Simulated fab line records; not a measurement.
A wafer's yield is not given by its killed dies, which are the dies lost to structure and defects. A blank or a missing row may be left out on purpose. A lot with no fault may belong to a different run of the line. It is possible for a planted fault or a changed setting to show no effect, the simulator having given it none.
Matching of chambers :: flow sky130 :: 3 sister chambers for SKY_CONTACT_CVD_00 on pecvd-01
The step deposits Si3N4, target thk 75 nm. 18 wafers are shown with their chamber, then 9 later ones without.

WAFERS WITH THEIR CHAMBER
wafer: L075.4
chamber: 1
heater_power_w (W): 713

wafer: L075.5
chamber: 0
heater_power_w (W): 734

wafer: L075.6
chamber: 1
heater_power_w (W): 707

wafer: L078.1
chamber: 2
heater_power_w (W): 621

wafer: L078.2
chamber: 1
heater_power_w (W): 715

wafer: L078.3
chamber: 0
heater_power_w (W): 675

wafer: L078.4
chamber: 2
heater_power_w (W): 656

wafer: L078.5
chamber: 0
heater_power_w (W): 671

wafer: L078.6
chamber: 1
heater_power_w (W): 726

wafer: L084.1
chamber: 1
heater_power_w (W): 665

wafer: L084.3
chamber: 2
heater_power_w (W): 609

wafer: L084.6
chamber: 2
heater_power_w (W): 623

wafer: L088.1
chamber: 1
heater_power_w (W): 675

wafer: L088.2
chamber: 0
heater_power_w (W): 790

wafer: L088.3
chamber: 2
heater_power_w (W): 574

wafer: L088.4
chamber: 1
heater_power_w (W): 684

wafer: L088.5
chamber: 2
heater_power_w (W): 590

wafer: L088.6
chamber: 0
heater_power_w (W): 793

SIGNATURES (averages over the wafers above)
reading: heater_power_w
chamber 0: 732.60
chamber 1: 697.86
chamber 2: 612.17
scatter within a chamber: 37.7
Rule: a wafer lies at a distance from a chamber equal to the root of the sum of squares, over the readings, of (its reading less the chamber's mean, divided by the reading's scatter). The wafer belongs to the nearest chamber; if the next one is less than 2 further off, it can't be placed. The scatter is the square root of a quotient: the sum, over the shown wafers, of each reading's squared deviation from its chamber's mean, divided by wafers minus chambers.

WAFERS MISSING THEIR CHAMBER
wafer: L092.1
heater_power_w (W): 677

wafer: L092.3
heater_power_w (W): 734

wafer: L092.5
heater_power_w (W): 690

wafer: L094.3
heater_power_w (W): 617

wafer: L094.5
heater_power_w (W): 795

wafer: L094.6
heater_power_w (W): 658

wafer: L095.2
heater_power_w (W): 710

wafer: L095.4
heater_power_w (W): 700

wafer: L095.6
heater_power_w (W): 733

CHAMBER TAKEN BY EACH
wafer: L092.1
from the rows above: can't be placed: 1 or 0 or 2
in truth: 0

wafer: L092.3
from the rows above: can't be placed: 0 or 1
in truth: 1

wafer: L092.5
from the rows above: can't be placed: 1 or 0 or 2
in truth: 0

wafer: L094.3
from the rows above: 2
in truth: 2

wafer: L094.5
from the rows above: can't be placed: 0 or 1
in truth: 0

wafer: L094.6
from the rows above: can't be placed: 1 or 2 or 0
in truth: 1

wafer: L095.2
from the rows above: can't be placed: 1 or 0
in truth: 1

wafer: L095.4
from the rows above: can't be placed: 1 or 0
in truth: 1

wafer: L095.6
from the rows above: can't be placed: 0 or 1
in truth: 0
Correct placement for 1 of the 9. Unplaceable from these rows: 8, with the true chamber sitting among the candidates in 8. Placed wrongly: 0.
